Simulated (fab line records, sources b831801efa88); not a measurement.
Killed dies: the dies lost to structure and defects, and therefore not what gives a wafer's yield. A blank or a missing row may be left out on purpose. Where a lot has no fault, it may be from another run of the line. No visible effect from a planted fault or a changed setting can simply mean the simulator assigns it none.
fab line records	flow sky130
[record] lots = 5	wafers = 15	last_day = 50
route steps=708 shown FIELD_ISO@7 PAD_OPEN@708
lots untouched by any fault: they come from a run of this same line in which no faults occurred
start_h: hours from the record's opening day to when the first of the lot's shown wafers began	wait_h: how many hours have passed since the lot's step before this one	" repeats the value in the row above	L1.1+2: one row covering several wafers at once	- no value present, or no start provided	* or withheld: withheld	< > ~ a bound
route shown NAME@n: names a module that has steps shown in the file, with the first one's number in the route	usual: mean and standard deviation over wafers with no fault	same: alike in all rows	chamber/n: place in a boat	sites: readings site by site	_std_site: their standard deviation	_edge_site: inner sites' mean taken away from outer sites' mean	radius_mm: how far each site lies from the wafer's centre	mask NAME#n: copy n	behind: the tool/chamber that last shaped the wafer	hold: why the lot went on hold/how many hours it stayed there/how the hold came to an end	device: whichever transistor did not switch (one of n, p or np)	end of line: tests run on the same wafers once the route is complete	step lacking rows: just its recipe	killed: not the wafer's yield, but the dies lost to structure and defects at the first sort	map: the dies of a wafer, with x for killed, . for not killed, _ for no die there
set.NAME: the setting the step ran with; set.NAME@STEP: the setting that earlier step ran with	model.NAME: the simulator's own value behind a step, which no gauge read
lots seen at some steps along the route; tables by step, rows by wafer
services: a tool's chamber out of use, with start hour (start_h, from the record's first day; less than 0 if before it), hours out, and reason
[[steps]]
[step SKY_FIELD_ISO_HMDS_06]
[recipe] prime_time_s = 60	prime_temp_c = 120
[step SKY_FIELD_ISO_COAT_07]
[recipe] resist = BARC	temp_c = withheld	time_s = withheld	spin_rpm = 3000	resist_thk_nm = 60
[step SKY_FIELD_ISO_COAT_08]
[recipe] resist = KrF-thick	spin_rpm = 3000	resist_thk_nm = 450
[step SKY_FIELD_ISO_SOFTBAKE_09]
[recipe] temp_c = 100	time_s = 90	resist = KrF-thick
[step SKY_FIELD_ISO_EXPOSE_10]
[recipe] mask_id = FOM	na = 0.68	source_shape = annular	sigma_inner = 0.4	sigma_outer = 0.8	target_cd_nm = 150	dose_mj = 28
[step SKY_FIELD_ISO_PEB_11]
[recipe] peb_temp_c = withheld	peb_time_s = withheld	resist = KrF-thick
[step SKY_FIELD_ISO_DEVELOP_12]
[recipe] develop_time_s = 60	resist = KrF-thick	dev_temp_c = 21
[step SKY_FIELD_ISO_CD_MEAS_13]
[recipe] target_cd_nm = 150
[usual] cd_nm = 149.6/1.6
lot.wafer	tool	chamber	start_h	wait_h	cd_nm
L279.1	cd_sem-02	-	59.54	-	146.6
L279.3	"	-	"	"	147.3
L279.4	"	-	"	"	148.1
L291.2	cd_sem-02	-	121.65	-	148.7
L291.5	"	-	"	"	149.2
L291.6	"	-	"	"	147.9
L293.1	cd_sem-01	-	132.08	-	149.4
L293.3	"	-	"	"	148.7
L293.5	"	-	"	"	150.8
L294.1	cd_sem-02	-	138.39	-	148.3
L294.2	"	-	"	"	148.2
L294.6	"	-	"	"	147.5
L296.1	cd_sem-01	-	150.61	-	150.3
L296.2	"	-	"	"	149.8
L296.6	"	-	"	"	149.1
[step SKY_FIELD_ISO_ETCH_14]
[recipe] chemistry = N2/H2	target = BARC	ion_energy_ev = 200	source_w = 500	bias_w = 100	pressure_mtorr = 30	n2_flow_sccm = 100	h2_flow_sccm = 200	stop_on = SiO2	time_s = 45.9	target_depth_a = 600
[usual] drypump_motor_current_A = 5.8/0.53	oes_product_au = 0.855/0.0051	run_length_s = 74.2/0.45	throttle_valve_pct = 13.225/0.0089
lot.wafer	tool	chamber	start_h	wait_h	drypump_motor_current_A	oes_product_au	rf_hours_counter_h	run_length_s	throttle_valve_pct
L279.1	rie_diel-03	1	59.66	0.1	6.3	0.857	96	74.7	13.221
L279.3	"	3	"	"	6.3	0.842	149	74.0	13.224
L279.4	"	0	"	"	5.4	0.850	34	74.0	13.225
L291.2	rie_diel-03	1	121.75	0.1	6.4	0.855	98	74.9	13.217
L291.5	"	0	"	"	5.3	0.852	-	74.8	13.200
L291.6	"	3	"	"	6.3	0.851	-	74.4	13.244
L293.1	rie_diel-01	1	132.20	0.1	6.6	0.857	21	74.2	13.224
L293.3	"	0	"	"	5.2	0.849	8	74.2	13.219
L293.5	"	1	"	"	6.6	0.846	-	74.0	13.240
L294.1	rie_diel-02	1	138.51	0.1	6.0	0.857	70	73.7	13.223
L294.2	"	2	"	"	5.6	0.848	4	74.5	13.206
L294.6	"	3	"	"	5.8	0.850	-	74.3	13.206
L296.1	rie_diel-02	2	150.73	0.1	5.5	0.851	4	74.5	13.224
L296.2	"	1	"	"	6.0	0.855	70	73.7	13.216
L296.6	"	3	"	"	5.8	0.852	-	74.0	13.234
[step SKY_FIELD_ISO_ETCH_15]
[recipe] chemistry = CHF3/O2	target_depth_nm = 180	stop_on = Si	source_w = 600	bias_w = 200	pressure_mtorr = 40	chf3_flow_sccm = 50	O2_flow_sccm = 5	time_s = 72
[usual] drypump_motor_current_A = 5.8/0.53	oes_product_au = 0.941/0.007	run_length_s = 100.2/0.41	throttle_valve_pct = 8.843/0.0086
lot.wafer	tool	chamber	start_h	wait_h	drypump_motor_current_A	oes_product_au	rf_hours_counter_h	run_length_s	throttle_valve_pct
L279.1	rie_diel-03	1	59.70	0.0	6.3	0.949	96	100.5	8.840
L279.3	"	3	"	"	6.3	0.945	149	100.4	8.857
L279.4	"	0	"	"	5.3	0.941	34	100.1	8.844
L291.2	rie_diel-03	1	121.79	0.0	6.3	0.944	98	100.8	8.835
L291.5	"	0	"	"	5.3	0.938	-	100.0	8.851
L291.6	"	3	"	"	6.3	0.948	-	100.0	8.844
L293.1	rie_diel-01	1	132.24	0.0	6.6	0.942	21	100.7	8.856
L293.3	"	0	"	"	5.2	0.942	8	99.5	8.851
L293.5	"	1	"	"	6.6	0.939	-	100.2	8.845
L294.1	rie_diel-02	1	138.55	0.0	6.0	0.949	70	100.0	8.851
L294.2	"	2	"	"	5.6	0.949	4	100.7	8.851
L294.6	"	3	"	"	5.8	0.945	-	100.1	8.851
L296.1	rie_diel-02	2	150.77	0.0	5.6	0.945	4	100.9	8.834
L296.2	"	1	"	"	5.9	0.944	70	99.9	8.856
L296.6	"	3	"	"	5.8	0.940	-	100.1	8.850
[step SKY_FIELD_ISO_STRIP_16]
[recipe] chemistry = O2/N2	power_w = 1400	pressure_mtorr = 1500	platen_temp_c = withheld	o2_flow_sccm = 3000	n2_flow_sccm = 300	overash_fraction = 0.5
[usual] drypump_motor_current_A = 5.7/0.33	oes_product_au = 0.378/0.0051	strip_time_to_endpoint_s = 3.55/0.033
lot.wafer	tool	chamber	start_h	wait_h	drypump_motor_current_A	oes_product_au	rf_hours_counter_h	strip_time_to_endpoint_s
L279.1	plasma_asher-03	1	59.76	0.0	6.1	0.379	37	3.54
L279.3	"	1	"	"	6.1	0.377	-	3.52
L279.4	"	0	"	"	5.6	0.376	-	3.56
L291.2	plasma_asher-03	0	121.85	0.0	5.6	0.384	44	3.56
L291.5	"	0	"	"	5.5	0.383	-	3.58
L291.6	"	1	"	"	6.1	0.376	-	3.50
L293.1	plasma_asher-02	1	132.30	0.0	6.2	0.370	1	3.55
L293.3	"	1	"	"	6.2	0.368	-	3.54
L293.5	"	0	"	"	5.5	0.389	-	3.53
L294.1	plasma_asher-03	1	138.61	0.0	6.0	0.380	45	3.49
L294.2	"	0	"	"	5.6	0.383	45	3.54
L294.6	"	1	"	"	6.0	0.371	-	3.54
L296.1	plasma_asher-03	1	150.83	0.0	6.0	0.384	47	3.58
L296.2	"	0	"	"	5.6	0.385	47	3.54
L296.6	"	0	"	"	5.6	0.373	-	3.57
[step SKY_FIELD_ISO_ETCH_17]
[recipe] target_depth_a = 3420	mask_material = Si3N4	chemistry = HBr/Cl2/O2	target = Si	taper_deg = 5	icp_w = 600	bias_w = 150	pressure_mtorr = 15	HBr_flow_sccm = 150	Cl2_flow_sccm = 40	O2_flow_sccm = 6	time_s = 97.7
[usual] drypump_motor_current_A = 5.8/0.39	oes_product_au = 1.002/0.01	run_length_s = 126.1/0.44	throttle_valve_pct = 25.655/0.011
lot.wafer	tool	chamber	start_h	wait_h	drypump_motor_current_A	oes_product_au	rf_hours_counter_h	run_length_s	throttle_valve_pct
L279.1	rie_si-02	2	59.86	0.1	5.4	1.011	1	125.9	25.647
L279.3	"	1	"	"	5.6	0.988	23	126.4	25.681
L279.4	"	3	"	"	5.9	1.010	37	125.8	25.621
L291.2	rie_si-02	1	121.95	0.1	5.6	0.982	24	125.6	25.668
L291.5	"	0	"	"	6.2	1.000	-	126.8	25.659
L291.6	"	1	"	"	5.6	0.989	-	125.6	25.661
L293.1	rie_si-02	2	132.40	0.1	5.4	1.017	1	126.5	25.647
L293.3	"	1	"	"	5.6	0.991	24	125.6	25.662
L293.5	"	2	"	"	5.4	1.024	-	126.0	25.653
L294.1	rie_si-01	0	138.71	0.1	5.9	0.999	1	125.4	25.663
L294.2	"	1	"	"	6.4	1.009	112	126.2	25.645
L294.6	"	3	"	"	5.3	1.013	-	125.8	25.645
L296.1	rie_si-02	1	150.93	0.1	5.6	0.993	24	125.6	25.659
L296.2	"	3	"	"	6.0	1.017	38	126.2	25.631
L296.6	"	3	"	"	6.0	1.006	-	125.7	25.647
[step SKY_FIELD_ISO_WET_ETCH_18]
[recipe] chemistry = H3PO4	target_depth_nm = 25	temp_c = 160	target = Si3N4	time_s = 286
[usual] run_length_s = 313/3
lot.wafer	tool	chamber	start_h	wait_h	run_length_s	model.Si3N4_of_FIELD_ISO_CVD_03.thk_nm
L279.1	wet_bench-03	2	59.93	0.0	313	123.9
L279.3	"	2	"	"	313	125.8
L279.4	"	2	"	"	313	123.4
L291.2	wet_bench-01	3	122.02	0.0	668	93
L291.5	"	3	"	"	668	92.82
L291.6	"	3	"	"	668	92.08
L293.1	wet_bench-01	2	132.47	0.0	314	124.7
L293.3	"	2	"	"	314	125.8
L293.5	"	2	"	"	314	125
L294.1	wet_bench-02	3	138.78	0.0	319	126.6
L294.2	"	3	"	"	319	126
L294.6	"	3	"	"	319	124.6
L296.1	wet_bench-03	2	151.00	0.0	312	123.6
L296.2	"	2	"	"	312	123.8
L296.6	"	2	"	"	312	123.7
[step SKY_FIELD_ISO_CLEAN_19]
[recipe] chemistry = SC1/SC2	mix = 1:4:20	temp_c = 70	time_s = 150
[step SKY_FIELD_ISO_CLEAN_20]
[recipe] chemistry = dHF	time_s = 20	dilution = 100:1
[step SKY_FIELD_ISO_WET_ETCH_21]
[recipe] chemistry = dHF	dilution = 100:1	target_depth_nm = 20	dry = ipa_marangoni	target = SiO2	temp_c = 25	time_s = 400
[step SKY_FIELD_ISO_OXIDATION_22]
[recipe] temp_c = 950	ambient = O2	stabilise_s = 600	purge_s = 300	target_thk_a = 100	ox_time_s = 623
[step SKY_FIELD_ISO_THK_MEAS_23]
[recipe] reads = SiO2_of_FIELD_ISO_OXIDATION_22
[usual] FIELD_ISO_OXIDATION_01_THK = 10.10/0.18
lot.wafer	tool	chamber	start_h	wait_h	FIELD_ISO_OXIDATION_01_THK[nm]
L279.1	film_metro-04	-	61.65	0.0	10.06
L279.3	"	-	"	"	10.02
L279.4	"	-	"	"	10.15
L291.2	film_metro-04	-	123.47	0.0	10.24
L291.5	"	-	"	"	10.03
L291.6	"	-	"	"	10.35
L293.1	film_metro-03	-	135.15	0.0	10.17
L293.3	"	-	"	"	10.31
L293.5	"	-	"	"	10.23
L294.1	film_metro-01	-	140.69	0.0	10.03
L294.2	"	-	"	"	10.01
L294.6	"	-	"	"	9.77
L296.1	film_metro-03	-	152.45	0.0	10.19
L296.2	"	-	"	"	10.09
L296.6	"	-	"	"	10.31
[step SKY_FIELD_ISO_CVD_24]
[recipe] material = SiO2	target_thk_nm = 595	temp_c = 650	sigma_open_frac = 0.3	time_s = 99.2	sih4_flow_sccm = 60	pressure_mtorr = 6
[step SKY_FIELD_ISO_THK_MEAS_25]
[recipe] reads = SiO2_of_FIELD_ISO_CVD_24
[usual] FIELD_ISO_CVD_24_THK = 595/7.3
lot.wafer	tool	chamber	start_h	wait_h	FIELD_ISO_CVD_24_THK[nm]
L279.1	film_metro-01	-	61.78	0.0	595
L279.3	"	-	"	"	600
L279.4	"	-	"	"	606
L291.2	film_metro-03	-	123.60	0.0	590
L291.5	"	-	"	"	592
L291.6	"	-	"	"	596
L293.1	film_metro-03	-	135.29	0.0	591
L293.3	"	-	"	"	600
L293.5	"	-	"	"	586
L294.1	film_metro-03	-	140.82	0.0	593
L294.2	"	-	"	"	589
L294.6	"	-	"	"	589
L296.1	film_metro-04	-	152.58	0.0	586
L296.2	"	-	"	"	580
L296.6	"	-	"	"	584
[step SKY_FIELD_ISO_ANNEAL_26]
[recipe] temp_c = 1000	time_s = 1800	ambient = N2
[step SKY_FIELD_ISO_CMP_27]
[recipe] stop_on = Si3N4	t_overpolish_s = 16	down_force_psi = 4	platen_rpm = 60	target_thk_nm = 457.8	pad_velocity_m_s = 0.94248
[usual] motor_current_A = 12.1/0.81
lot.wafer	tool	chamber	start_h	wait_h	motor_current_A
L279.3	cmp-02	1	63.34	0.0	12.3
L279.4	"	2	"	"	10.5
L279.1	"	0	"	"	12.2
L291.2	cmp-02	1	125.20	0.1	12.6
L291.5	"	0	"	"	12.5
L291.6	"	1	"	"	11.8
L293.1	cmp-02	1	137.21	0.0	12.2
L293.3	"	3	"	"	11.5
L293.5	"	1	"	"	12.1
L294.2	cmp-02	0	143.18	0.1	13.0
L294.1	"	2	"	"	10.7
L294.6	"	0	"	"	12.9
L296.2	cmp-02	2	155.04	0.1	10.5
L296.1	"	3	"	"	11.2
L296.6	"	1	"	"	12.0
[step SKY_FIELD_ISO_WET_ETCH_28]
[recipe] chemistry = dHF	target_depth_nm = 23.7	target = SiO2	dilution = 10:1	temp_c = 25	time_s = 47
[usual] run_length_s = 75.3/2.8
lot.wafer	tool	chamber	start_h	wait_h	run_length_s	model.Si3N4_of_FIELD_ISO_CVD_03.thk_nm
L279.1	wet_bench-01	1	63.64	0.1	74.0	118
L279.3	"	1	"	"	74.0	119.9
L279.4	"	1	"	"	74.0	117.5
L291.2	wet_bench-02	2	125.45	0.2	73.1	87.04
L291.5	"	2	"	"	73.1	86.87
L291.6	"	2	"	"	73.1	86.12
L293.1	wet_bench-01	0	137.51	0.2	72.7	118.8
L293.3	"	0	"	"	72.7	119.9
L293.5	"	0	"	"	72.7	119.1
L294.1	wet_bench-02	1	143.43	0.1	79.6	120.7
L294.2	"	1	"	"	79.6	120.1
L294.6	"	1	"	"	79.6	118.7
L296.1	wet_bench-01	1	155.24	0.1	73.6	117.7
L296.2	"	1	"	"	73.6	117.9
L296.6	"	1	"	"	73.6	117.7
[step SKY_FIELD_ISO_WET_ETCH_29]
[recipe] chemistry = H3PO4	target_depth_nm = 160	target = Si3N4	temp_c = 160	time_s = 1825
[step SKY_PAD_OPEN_PROBE_99]
[usual] killed_at_M0_to_M3 = 43/6.7	killed_at_M4_up = 3.0/1.9	killed_at_contacts = 25/5.4	killed_at_front_end = 16/4.5	killed_at_other = 0.4/0.62	killed_dies = 87/9.6	killed_open = 47/7	killed_short = 39/6.1
[same] gross_dies = 492	killed_at_back_side = 0
lot.wafer	tool	chamber	start_h	wait_h	killed_at_M0_to_M3	killed_at_M4_up	killed_at_contacts	killed_at_front_end	killed_at_other	killed_dies	killed_open	killed_short	model.etest.res_p_drift_20v.line_ohm_um	model.etest.res_p_drift_20v.rs_ohm_sq	model.etest.pfet_16v.r_on_ohm_um	model.etest.res_iso_pwell.rs_ohm_sq	model.etest.res_iso_pwell.line_ohm_um	model.etest.res_nwell.line_ohm_um	model.etest.res_nwell.rs_ohm_sq	model.etest.cap_poly_to_well.c_af_um2
L279.1	prober-01	-	1107.36	0.1	45	3	33	10	0	91	50	41	1.037e+04	8820	1.566e+04	3496	1334	1128	949.5	92.39
L279.3	prober-01	-	1107.46	0.2	42	3	29	21	0	95	53	42	1.008e+04	8586	1.533e+04	3373	1250	1118	934.9	93.98
L279.4	prober-01	-	1107.51	0.2	60	5	32	10	0	107	62	45	1.091e+04	9126	1.595e+04	3728	1421	1162	977.5	88.01
L291.2	prober-01	-	1173.86	0.1	49	0	17	19	0	85	43	42	9202	7735	1.396e+04	2286	861.5	987.7	799.2	103.4
L291.5	prober-01	-	1174.01	0.2	36	0	23	12	0	71	35	36	9355	7884	1.411e+04	2330	872.5	983.8	802.6	102.9
L291.6	prober-01	-	1174.06	0.2	52	0	32	13	0	97	59	38	9270	7791	1.404e+04	2330	870.7	977.5	802.1	101.9
L293.1	prober-02	-	1187.34	0.1	39	0	25	14	1	79	42	36	1.156e+04	9368	1.558e+04	3656	1378	1129	966.7	90.88
L293.3	prober-02	-	1187.44	0.2	48	4	26	13	0	91	54	37	1.101e+04	9102	1.527e+04	3414	1305	1118	950	91.35
L293.5	prober-02	-	1187.54	0.2	35	1	29	13	1	79	46	32	1.158e+04	9652	1.543e+04	3647	1387	1145	966.3	90.31
L294.1	prober-02	-	1191.11	0.1	40	1	31	20	1	93	56	37	1.16e+04	9735	1.512e+04	3105	1172	1096	910.5	90.38
L294.2	prober-02	-	1191.16	0.1	34	2	18	16	0	70	37	33	1.134e+04	9403	1.5e+04	3016	1128	1095	905	90.99
L294.6	prober-02	-	1191.36	0.2	36	0	27	25	0	88	49	39	1.152e+04	9571	1.509e+04	3075	1161	1097	913	90.41
L296.1	prober-02	-	1196.39	0.1	34	1	34	17	0	86	51	35	1.138e+04	9490	1.498e+04	2700	1010	1123	926.5	92.11
L296.2	prober-02	-	1196.44	0.1	42	6	23	17	0	88	50	38	1.228e+04	1.025e+04	1.54e+04	2957	1114	1184	970.3	91.44
L296.6	prober-02	-	1196.64	0.2	40	4	22	14	0	80	38	42	1.212e+04	1.004e+04	1.53e+04	2859	1079	1159	967.7	91.21
// killed by level:class
L279.1 VIA1:geometric_particle:open=15 LI_CONTACT:geometric_particle:open=10 CONTACT:geometric_particle:short=6 CONTACT:geometric_particle:open=6 LI_CONTACT:geometric_particle:short=5 METAL2:geometric_particle:short=5 VIA3:geometric_particle:short=5 VIA3:geometric_particle:open=5
L279.3 CONTACT:geometric_particle:open=12 LOCAL_INTERCONNECT:geometric_particle:short=7 VIA2:geometric_particle:open=7 VIA3:geometric_particle:open=7 FIELD_ISO:geometric_particle:short=6 VIA1:geometric_particle:open=6 METAL2:geometric_particle:short=6 VIA2:geometric_particle:short=6
L279.4 VIA1:geometric_particle:open=19 CONTACT:geometric_particle:open=13 VIA2:geometric_particle:open=8 LI_CONTACT:geometric_particle:open=7 CONTACT:geometric_particle:short=7 METAL1:geometric_particle:short=7 METAL2:geometric_particle:short=5 VIA1:geometric_particle:short=5
L291.2 VIA2:geometric_particle:open=11 VIA1:geometric_particle:open=9 FIELD_ISO:geometric_particle:short=7 METAL1:geometric_particle:short=7 CONTACT:geometric_particle:open=6 LOCAL_INTERCONNECT:geometric_particle:short=6 VIA3:geometric_particle:open=6 FIELD_ISO:geometric_particle:open=4
L291.5 VIA1:geometric_particle:short=7 VIA3:geometric_particle:open=7 CONTACT:geometric_particle:open=6 LI_CONTACT:geometric_particle:open=6 VIA1:geometric_particle:open=6 FIELD_ISO:geometric_particle:short=5 LI_CONTACT:geometric_particle:short=5 CONTACT:geometric_particle:short=5
L291.6 VIA1:geometric_particle:open=13 VIA3:geometric_particle:open=9 LI_CONTACT:geometric_particle:open=9 CONTACT:geometric_particle:open=9 METAL2:geometric_particle:short=9 VIA2:geometric_particle:open=9 METAL1:geometric_particle:short=7 CONTACT:geometric_particle:short=6
L293.1 CONTACT:geometric_particle:open=10 POLY_GATE:geometric_particle:open=8 METAL2:geometric_particle:short=8 VIA2:geometric_particle:open=7 CONTACT:geometric_particle:short=5 VIA1:geometric_particle:open=5 VIA3:geometric_particle:short=5 VIA3:geometric_particle:open=5
L293.3 VIA1:geometric_particle:open=13 CONTACT:geometric_particle:open=12 VIA2:geometric_particle:open=7 VIA2:geometric_particle:short=7 LI_CONTACT:geometric_particle:open=6 VIA1:geometric_particle:short=6 POLY_GATE:geometric_particle:open=5 LI_CONTACT:geometric_particle:short=4
L293.5 CONTACT:geometric_particle:open=11 LI_CONTACT:geometric_particle:open=8 VIA1:geometric_particle:open=8 VIA3:geometric_particle:open=5 CONTACT:geometric_particle:short=5 METAL1:geometric_particle:short=5 VIA1:geometric_particle:short=4 METAL2:geometric_particle:short=4
L294.1 CONTACT:geometric_particle:open=13 VIA1:geometric_particle:open=12 FIELD_ISO:geometric_particle:open=6 VIA2:geometric_particle:open=6 VIA3:geometric_particle:open=6 LI_CONTACT:geometric_particle:short=5 VIA1:geometric_particle:short=5 FIELD_ISO:geometric_particle:short=4
L294.2 VIA1:geometric_particle:open=8 CONTACT:geometric_particle:open=7 METAL1:geometric_particle:short=6 FIELD_ISO:geometric_particle:short=5 LOCAL_INTERCONNECT:geometric_particle:short=5 FIELD_ISO:geometric_particle:open=4 VIA1:geometric_particle:short=4 VIA3:geometric_particle:open=4
L294.6 CONTACT:geometric_particle:open=11 POLY_GATE:geometric_particle:open=8 VIA1:geometric_particle:short=7 CONTACT:geometric_particle:short=6 VIA1:geometric_particle:open=6 VIA3:geometric_particle:open=6 FIELD_ISO:geometric_particle:open=5 METAL2:geometric_particle:short=5
L296.1 LI_CONTACT:geometric_particle:open=12 CONTACT:geometric_particle:open=12 VIA1:geometric_particle:open=9 POLY_GATE:geometric_particle:open=5 METAL2:geometric_particle:short=5 VIA2:geometric_particle:short=5 FIELD_ISO:geometric_particle:short=4 CONTACT:geometric_particle:short=4
L296.2 VIA1:geometric_particle:open=12 LI_CONTACT:geometric_particle:open=11 VIA2:geometric_particle:open=8 CONTACT:geometric_particle:short=5 CONTACT:geometric_particle:open=4 METAL1:geometric_particle:short=4 VIA1:geometric_particle:short=4 METAL4:geometric_particle:short=4
L296.6 CONTACT:geometric_particle:open=8 LOCAL_INTERCONNECT:geometric_particle:short=7 VIA1:geometric_particle:open=7 VIA3:geometric_particle:open=7 VIA1:geometric_particle:short=5 METAL1:geometric_particle:short=4 METAL2:geometric_particle:short=4 VIA3:geometric_particle:short=4
[[services]]
tool	chamber	start_h	hours	kind
cmp-02	-	41.14	2.4	repair
rie_si-01	0	49.43	-	clean
rie_si-01	0	49.43	19.5	scheduled_down
rie_si-01	0	49.43	19.5	vent_cycle
rie_diel-01	2	54.23	41.6	repair
rie_diel-01	0	59.10	9.9	repair
rie_si-02	1	67.84	10.9	repair
cmp-02	-	68.41	0.5	repair
rie_si-01	-	69.45	0.2	repair
rie_diel-02	-	73.06	0.1	repair
cmp-02	-	80.87	0.8	repair
cmp-02	-	85.01	4.0	repair
plasma_asher-02	-	108.75	9.0	pm
plasma_asher-02	0	108.75	9.0	vent_cycle
plasma_asher-02	1	108.75	9.0	vent_cycle
plasma_asher-02	0	117.75	-	clean
plasma_asher-02	1	117.75	-	clean
plasma_asher-03	-	122.20	0.8	repair
cmp-02	-	148.77	0.3	repair
wet_bench-03	-	154.07	5.8	repair
[[key]]
[first_sign] step = SKY_FIELD_ISO_WET_ETCH_18	reading = run_length_s	direction = up	sigmas = 99+	usual = *	struck = *
effect none on later readings
[model_effect] step = SKY_FIELD_ISO_WET_ETCH_18	value = Si3N4_of_FIELD_ISO_CVD_03.thk_nm	without = 123.6	struck = 92.63
[model_effect] step = SKY_FIELD_ISO_WET_ETCH_28	value = Si3N4_of_FIELD_ISO_CVD_03.thk_nm	without = 117.7	struck = 86.68
[model_effect] step = SKY_PAD_OPEN_PROBE_99	value = etest.res_p_drift_20v.line_ohm_um	without = 1.065e+04	struck = 9275
met_at SKY_FIELD_ISO_WET_ETCH_18
struck_wafers L291.2,L291.5,L291.6
tester_left_out L291
[fault] kind = process_parameter_drift	tool = wet_bench-01	chamber = 3	onset_h = 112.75	steps = SKY_FIELD_ISO_WET_ETCH_18	channel = time_s	offset = *	shape = step	end_h = 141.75	acts_in = *	stated = *
// tester_left_out: of these lots the tester's yield and bins aren't shown, on N5 and GAA mostly nor the transistor test; their killed dies are dies lost to structure and defects alone, not to doping, threshold or leakage, so they don't give the yield
